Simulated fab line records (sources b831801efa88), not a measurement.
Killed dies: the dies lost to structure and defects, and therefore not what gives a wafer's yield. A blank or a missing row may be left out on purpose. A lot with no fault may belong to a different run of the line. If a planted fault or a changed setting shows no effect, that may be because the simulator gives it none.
Which tool did it? ; flow sky130 ; 21 wafers from 7 lots sampled at 2 of the route's 708 steps

WHAT EACH GAUGE READ, for each wafer
SKY_GATE_OXIDE_OVL_MEAS_10.
lot;measured;on;GATE_OXIDE_OVL (nm)
L290;day 14 03:37;overlay-01;0.2 -2.1 -0.3
L297;day 16 22:24;overlay-02;- - -
L301;day 18 03:05;overlay-02;-2.7 -2.5 -3.4
L303;day 18 15:50;overlay-01;0.0 1.0 -0.8
L307;day 20 00:19;overlay-01;-1.8 0.2 -2.1
L310;day 21 07:16;overlay-01;-4.5 0.5 -0.5
L312;day 21 20:39;overlay-01;0.6 -1.5 -1.6

WHICH TOOL RAN EACH LOT (tool, then ch and the chambers of the sampled wafers, then the start)
lot;SKY_GATE_OXIDE_COAT_05
L290;litho_track-03 ch 0, day 13 13:46
L297;litho_track-04, day 16 07:23
L301;litho_track-04 ch 0, day 17 12:10
L303;litho_track-04 ch 0, day 18 00:55
L307;litho_track-02 ch 0, day 19 07:50
L310;litho_track-02 ch 0, day 20 15:59
L312;litho_track-02 ch 0, day 21 06:08
- SKY_GATE_OXIDE_COAT_05: resist thk 1140 nm.

THE ANSWER, worked out from the rows above alone
Rule: the lots themselves supply what counts as usual. Put in order of their means at a reading, lots are off if they are a third of the lots or fewer, leave a main group of 4 or more, and stand apart from it by a gap of 3 or more times the standard deviation of the main group's means; of several such gaps the widest counts. The tables above print the reading to a certain number of digits; a main group whose means all agree to those digits is not used. A lot without any number at a reading at which 4 lots or more have one is off too. Any other lot the step has rows for is counted as sound.
Off: L297, at SKY_GATE_OXIDE_OVL_MEAS_10 (GATE_OXIDE_OVL). Without a number there: L297. Main group: mean -1.2 nm, sd 0.9.
A tool fits if, at a process step before that reading, it ran every lot that is off, and no sound lot after the first of them. Those tools and the gauges at SKY_GATE_OXIDE_OVL_MEAS_10 are tried in the same way. Not one of the candidates tried fits.

WHAT HAD BEEN PUT IN BY THE SIMULATOR
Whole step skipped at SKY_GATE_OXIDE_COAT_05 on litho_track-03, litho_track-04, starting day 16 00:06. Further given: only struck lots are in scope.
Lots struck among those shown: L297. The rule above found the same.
